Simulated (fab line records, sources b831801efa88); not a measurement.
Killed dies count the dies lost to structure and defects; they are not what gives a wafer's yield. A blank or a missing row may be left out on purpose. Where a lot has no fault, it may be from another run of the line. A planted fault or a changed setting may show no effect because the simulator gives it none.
Check of tool commonality ; flow sky130 ; Sampled: 13 lots, 39 wafers

WHY IT WAS OPENED
Of 13 lots, 3 have the reading LI_CONTACT_HDPCVD_THK flagged at SKY_LI_CONTACT_THK_MEAS_01. Wafers without a fault read 924 nm, standard deviation 11.
Rule: a lot is flagged in two cases, either no wafer of it has a number, or all its wafers with numbers fall more than 4 standard deviations from that mean. The other lots count as sound.

lot;measured;on;LI_CONTACT_HDPCVD_THK (nm), wafer by wafer;flag
L326;day 29 09:16;film metro-03;923 916 923;
L328;day 29 11:31;film metro-02;909 904 906;
L330;day 30 02:12;film metro-04;943 934 936;
L329;day 30 10:07;film metro-02;931 932 914;
L332;day 30 16:19;film metro-02;947 930 924;
L334;day 31 11:47;film metro-03;926 926 924;
L335;day 31 20:03;film metro-03;925 930 921;
L338;day 32 06:35;film metro-02;750 763 759;FLAGGED
L337;day 32 08:10;film metro-04;764 764 767;FLAGGED
L339;day 33 03:11;film metro-02;771 769 748;FLAGGED
L341;day 33 18:12;film metro-02;938 942 912;
L346;day 34 20:57;film metro-04;928 929 927;
L347;day 35 08:16;film metro-04;932 913 917;
The mean of the flagged lots' numbers is 762 nm, -162 nm from the usual (-15 standard deviations).

LOT BY LOT: THE TOOL USED
The record keeps 1 process step preceding the reading, out of 708 steps on the route. Read each cell as the tool, then ch plus the chambers that the sampled wafers visited, then the start.
lot;flag;SKY_LI_CONTACT_HDPCVD_00
L326;;hdpcvd-02 ch 0,1, day 29 09:09
L328;;hdpcvd-02 ch 0,1,2, day 29 11:26
L330;;hdpcvd-01 ch 1,2, day 30 02:03
L329;;hdpcvd-01 ch 0,1, day 30 10:00
L332;;hdpcvd-01 ch 0,1,2, day 30 16:11
L334;;hdpcvd-01 ch 1,2, day 31 11:40
L335;;hdpcvd-02 ch 0,1, day 31 19:57
L338;FLAGGED;hdpcvd-02 ch 0,1,2, day 32 06:28
L337;FLAGGED;hdpcvd-02 ch 0,1,2, day 32 08:03
L339;FLAGGED;hdpcvd-02 ch 0,1,2, day 33 03:05
L341;;hdpcvd-01 ch 0,1,2, day 33 18:05
L346;;hdpcvd-01 ch 0,1,2, day 34 20:51
L347;;hdpcvd-01 ch 0,2, day 35 08:08
What these steps do:
- SKY_LI_CONTACT_HDPCVD_00: deposits PSG, target thk 930 nm, time 155 s.
- SKY_LI_CONTACT_THK_MEAS_01

FLAGGED AGAINST TOTAL, ONE TOOL AT A TIME (gauges that did the reading follow at the end)
step;tool;lots run;flagged;share of the flagged lots;sound lots run after its first flagged lot
SKY_LI_CONTACT_HDPCVD_00;hdpcvd-01;7;0;none;-
SKY_LI_CONTACT_HDPCVD_00;hdpcvd-02;6;3;all;0
SKY_LI_CONTACT_THK_MEAS_01;film metro-02;6;2;some;1 (L341)
SKY_LI_CONTACT_THK_MEAS_01;film metro-03;3;0;none;-
SKY_LI_CONTACT_THK_MEAS_01;film metro-04;4;1;some;2 (L346,L347)

WHAT THE TABLE ALLOWS
1 row of the table ran every flagged lot: hdpcvd-02 at SKY_LI_CONTACT_HDPCVD_00.
- hdpcvd-02 at SKY_LI_CONTACT_HDPCVD_00 ran 6 lots, 3 of them flagged. Its last sound lot is L335 (day 31 19:57), its first flagged lot L338 (day 32 06:28): a fault that began between those two fits.
hdpcvd-02 at SKY_LI_CONTACT_HDPCVD_00 is the single tool remaining.

WHAT WAS PUT IN BY THE SIMULATOR
Site profile drift: hdpcvd-02, from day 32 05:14 on, at SKY_LI_CONTACT_HDPCVD_00. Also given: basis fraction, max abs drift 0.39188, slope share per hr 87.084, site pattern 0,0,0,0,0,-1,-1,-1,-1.
Shown lots that were struck: L338, L337, L339. The rule above reached the same finding.
